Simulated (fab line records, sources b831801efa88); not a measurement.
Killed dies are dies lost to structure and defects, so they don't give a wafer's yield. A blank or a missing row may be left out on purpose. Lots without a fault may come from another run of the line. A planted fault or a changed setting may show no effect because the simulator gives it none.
Which tool did it? | flow gf180mcu | 13 lots, 39 wafers sampled, at 5 steps of a route of 602

WHAT THE GAUGES READ, wafer by wafer
GF_HV_LDD_CD_MEAS_07: target cd 400 nm. Usual: cd_nm 400.6 nm, standard deviation 2.4.
lot  | measured     | on        | cd_nm (nm)        | flag
L888 | day 9 18:49  | cd_sem-02 | 398.1 396.7 398.4 |
L889 | day 10 02:13 | cd_sem-02 | 398.9 397.5 398.5 |
L892 | day 11 07:10 | cd_sem-01 | 397.6 399.4 397.9 |
L891 | day 11 07:28 | cd_sem-02 | 404.0 404.6 401.8 |
L894 | day 12 09:34 | cd_sem-02 | 405.9 406.1 405.1 |
L897 | day 13 07:11 | cd_sem-01 | 400.4 400.8 399.4 |
L898 | day 13 12:22 | cd_sem-02 | 401.8 401.5 403.6 |
L899 | day 13 16:33 | cd_sem-01 | 400.8 402.5 403.2 |
L900 | day 13 22:09 | cd_sem-02 | 401.4 403.0 401.3 |
L902 | day 14 07:57 | cd_sem-02 | 399.2 400.9 401.0 |
L909 | day 16 10:07 | cd_sem-02 | 404.5 402.9 404.5 |
L910 | day 16 18:47 | cd_sem-02 | 399.9 400.2 400.6 |
L911 | day 17 02:36 | cd_sem-01 | 401.1 398.5 399.5 |

GF_PSD_CD_MEAS_07: target cd 400 nm. Usual: cd_nm 400.3 nm, standard deviation 2.2.
lot  | measured     | on        | cd_nm (nm)        | flag
L888 | day 13 21:55 | cd_sem-01 | 403.8 400.5 399.9 |
L889 | day 14 04:01 | cd_sem-02 | 400.8 398.8 397.4 |
L892 | day 15 14:45 | cd_sem-02 | 397.6 398.7 397.7 |
L891 | day 15 18:26 | cd_sem-01 | 402.2 400.5 402.7 |
L894 | day 16 23:45 | cd_sem-02 | 401.2 399.2 400.4 |
L897 | day 18 00:20 | cd_sem-02 | 397.5 398.7 397.6 |
L898 | day 18 06:32 | cd_sem-02 | 396.8 400.3 397.0 |
L899 | day 18 10:16 | cd_sem-02 | 397.4 398.4 396.9 |
L900 | day 18 17:16 | cd_sem-02 | 412.2 407.6 410.1 | OFF
L902 | day 19 06:37 | cd_sem-01 | 415.0 415.2 416.1 | OFF
L909 | day 21 12:41 | cd_sem-02 | 402.9 403.5 401.1 |
L910 | day 21 21:46 | cd_sem-02 | 400.4 402.3 404.1 |
L911 | day 22 05:49 | cd_sem-01 | 402.2 400.6 401.6 |

GF_PSD_OVL_MEAS_08. Usual: PSD_OVL -0.5 nm, standard deviation 1.6.
lot  | measured     | on         | PSD_OVL (nm)   | flag
L888 | day 13 21:59 | overlay-02 | -2.0 -1.3 -1.8 |
L889 | day 14 04:05 | overlay-01 | 1.8 0.6 -0.2   |
L892 | day 15 14:52 | overlay-01 | -2.9 -1.2 -3.2 |
L891 | day 15 18:31 | overlay-02 | -1.2 -1.8 -2.7 |
L894 | day 16 23:52 | overlay-01 | -2.1 -0.6 -1.2 |
L897 | day 18 00:26 | overlay-02 | -2.4 0.0 -3.1  |
L898 | day 18 06:38 | overlay-02 | -1.2 -1.7 -0.5 |
L899 | day 18 10:22 | overlay-02 | 2.4 1.8 1.1    |
L900 | day 18 17:25 | overlay-01 | 0.4 0.2 -0.9   |
L902 | day 19 06:44 | overlay-01 | -3.5 -1.8 -0.9 |
L909 | day 21 12:48 | overlay-02 | 1.3 1.5 2.0    |
L910 | day 21 21:53 | overlay-02 | 0.2 -1.0 0.1   |
L911 | day 22 05:56 | overlay-01 | -1.5 -1.9 -0.4 |

WHICH TOOL RAN EACH LOT (tool, then ch and the chambers of the sampled wafers, then the start)
lot  | GF_HV_LDD_ETCHBACK_58              | GF_PSD_DEVELOP_06
L888 | rie_diel-01 ch 0,1,2, day 12 04:44 | litho_track-01 ch 0, day 13 21:46
L889 | rie_diel-02 ch 1,2,3, day 12 12:11 | litho_track-01 ch 0, day 14 03:52
L892 | rie_diel-02 ch 1,2,3, day 13 21:02 | litho_track-01 ch 0, day 15 14:36
L891 | rie_diel-02 ch 1,2,3, day 13 23:35 | litho_track-03 ch 0, day 15 18:17
L894 | rie_diel-01 ch 0,1,3, day 15 03:20 | litho_track-01 ch 0, day 16 23:36
L897 | rie_diel-02 ch 0,2,3, day 16 02:05 | litho_track-01 ch 0, day 18 00:12
L898 | rie_diel-04 ch 0,1,3, day 16 08:41 | litho_track-03 ch 0, day 18 06:23
L899 | rie_diel-02 ch 1,3, day 16 13:06   | litho_track-03 ch 0, day 18 10:07
L900 | rie_diel-02 ch 1,2,3, day 16 18:53 | litho_track-03 ch 0, day 18 17:07
L902 | rie_diel-02 ch 0,1, day 17 07:08   | litho_track-03 ch 0, day 19 06:28
L909 | rie_diel-02 ch 1,3, day 19 13:08   | litho_track-04 ch 0, day 21 12:27
L910 | rie_diel-04 ch 1,2,3, day 19 21:19 | litho_track-04 ch 0, day 21 21:38
L911 | rie_diel-01 ch 0,2, day 20 05:22   | litho_track-03 ch 0, day 22 05:40
- GF_HV_LDD_ETCHBACK_58: etches Si3N4 in CH3F/O2, stops on SiO2, time 100 s, target depth 90 nm.
- GF_PSD_DEVELOP_06: develop time 60 s.

WHAT THE TOOLS THEMSELVES READ (means of the sampled wafers that have a number; where no wafer has one, the mark that the record gives instead)
GF_HV_LDD_ETCHBACK_58. Usual: drypump_motor_current_A 5.8 A, standard deviation 0.45; oes_product_au 0.843 a.u., standard deviation 0.0059; throttle_valve_pct 10.561 %, standard deviation 0.0087.
lot  | tool        | drypump_motor_current_A (A) | oes_product_au (a.u.) | throttle_valve_pct (%) | flag
L888 | rie_diel-01 | 5.9                         | 0.854                 | 10.568                 |
L889 | rie_diel-02 | 5.8                         | 0.842                 | 10.558                 |
L892 | rie_diel-02 | 5.8                         | 0.852                 | 10.560                 |
L891 | rie_diel-02 | 5.8                         | 0.847                 | 10.555                 |
L894 | rie_diel-01 | 6.0                         | 0.840                 | 10.555                 |
L897 | rie_diel-02 | 5.8                         | 0.844                 | 10.561                 |
L898 | rie_diel-04 | 5.9                         | 0.843                 | 10.564                 |
L899 | rie_diel-02 | 5.6                         | 0.843                 | 10.561                 |
L900 | rie_diel-02 | 5.8                         | 0.847                 | 10.561                 |
L902 | rie_diel-02 | 6.4                         | 0.841                 | 10.567                 |
L909 | rie_diel-02 | 6.0                         | 0.840                 | 10.556                 |
L910 | rie_diel-04 | 5.8                         | 0.843                 | 10.562                 |
L911 | rie_diel-01 | 5.9                         | 0.843                 | 10.561                 |

GF_PSD_DEVELOP_06. Usual: resist_line_temp_C 23.01 C, standard deviation 0.11.
lot  | tool           | resist_line_temp_C (C) | flag
L888 | litho_track-01 | 23.02                  |
L889 | litho_track-01 | 23.07                  |
L892 | litho_track-01 | 22.99                  |
L891 | litho_track-03 | 23.17                  |
L894 | litho_track-01 | 22.89                  |
L897 | litho_track-01 | 23.00                  |
L898 | litho_track-03 | 22.98                  |
L899 | litho_track-03 | 22.99                  |
L900 | litho_track-03 | 23.07                  |
L902 | litho_track-03 | 23.03                  |
L909 | litho_track-04 | 23.02                  |
L910 | litho_track-04 | 23.06                  |
L911 | litho_track-03 | 23.00                  |

THE ANSWER, worked out from the rows above alone
Rule: a lot is off if the mean of its wafers that have a number lies more than 3 standard deviations from the usual mean. A lot without any number at a reading at which 4 lots or more have one is off too. The other lots that the step has rows for count as sound. The gauges are gone through in route order, then the tools' own readings, and for those a lot's mean is taken as printed above. The first step at which some lot is off is used, and at that step the reading that is off furthest; a lot without a number counts as furthest.
Off: L900, L902, at GF_PSD_CD_MEAS_07 (cd_nm).
A tool fits if, at a process step before that reading, it ran every lot that is off, and no sound lot after the first of them. The gauges at GF_PSD_CD_MEAS_07 are tried like those tools. None of those tried fits.

WHAT THE SIMULATOR HAD PUT IN
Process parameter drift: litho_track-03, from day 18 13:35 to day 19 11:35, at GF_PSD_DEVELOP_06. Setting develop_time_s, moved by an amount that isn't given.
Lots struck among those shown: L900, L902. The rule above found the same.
